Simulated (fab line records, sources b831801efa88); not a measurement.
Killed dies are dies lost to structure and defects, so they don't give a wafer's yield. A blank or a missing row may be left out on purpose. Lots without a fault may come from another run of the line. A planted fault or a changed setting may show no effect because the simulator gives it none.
Which tool did it? | flow gf180mcu | 12 lots, 36 wafers sampled, at 1 step of a route of 602

WHAT THE GAUGES READ, wafer by wafer
GF_M5_CD_MEAS_07: target cd 280 nm. Usual: cd_nm 279.8 nm, standard deviation 1.1.
lot  | measured     | on        | cd_nm (nm)        | flag
L260 | day 26 02:47 | cd_sem-01 | 277.8 277.8 279.3 |
L261 | day 26 11:45 | cd_sem-02 | 279.8 279.4 279.5 |
L267 | day 28 13:33 | cd_sem-01 | 281.0 280.0 280.4 |
L268 | day 28 22:26 | cd_sem-02 | 280.0 279.9 281.1 |
L271 | day 29 14:17 | cd_sem-01 | 279.6 279.3 278.2 |
L272 | day 29 23:06 | cd_sem-01 | 279.2 278.9 278.7 |
L275 | day 30 21:06 | cd_sem-01 | 279.3 279.7 280.3 |
L279 | day 31 18:12 | cd_sem-02 | 279.6 281.1 280.6 |
L280 | day 32 01:30 | cd_sem-02 | 280.5 281.0 281.6 |
L281 | day 32 07:33 | cd_sem-02 | 279.3 279.5 279.3 |
L282 | day 32 11:14 | cd_sem-01 | 282.3 282.0 281.5 |
L283 | day 32 20:45 | cd_sem-01 | 279.9 280.4 279.4 |

WHICH TOOL RAN EACH LOT (tool, then ch and the chambers of the sampled wafers, then the start)
The record holds no process step before these readings.

WHAT THE TOOLS THEMSELVES READ (means of the sampled wafers that have a number; where no wafer has one, the mark that the record gives instead)
The record holds no such reading with a usual standard deviation.

THE ANSWER, worked out from the rows above alone
Rule: a lot is off if the mean of its wafers that have a number lies more than 3 standard deviations from the usual mean. A lot without any number at a reading at which 4 lots or more have one is off too. The other lots that the step has rows for count as sound. The gauges are gone through in route order, then the tools' own readings, and for those a lot's mean is taken as printed above. The first step at which some lot is off is used, and at that step the reading that is off furthest; a lot without a number counts as furthest.
No lot is off at any reading shown: from this, nothing can be told.

WHAT THE SIMULATOR HAD PUT IN
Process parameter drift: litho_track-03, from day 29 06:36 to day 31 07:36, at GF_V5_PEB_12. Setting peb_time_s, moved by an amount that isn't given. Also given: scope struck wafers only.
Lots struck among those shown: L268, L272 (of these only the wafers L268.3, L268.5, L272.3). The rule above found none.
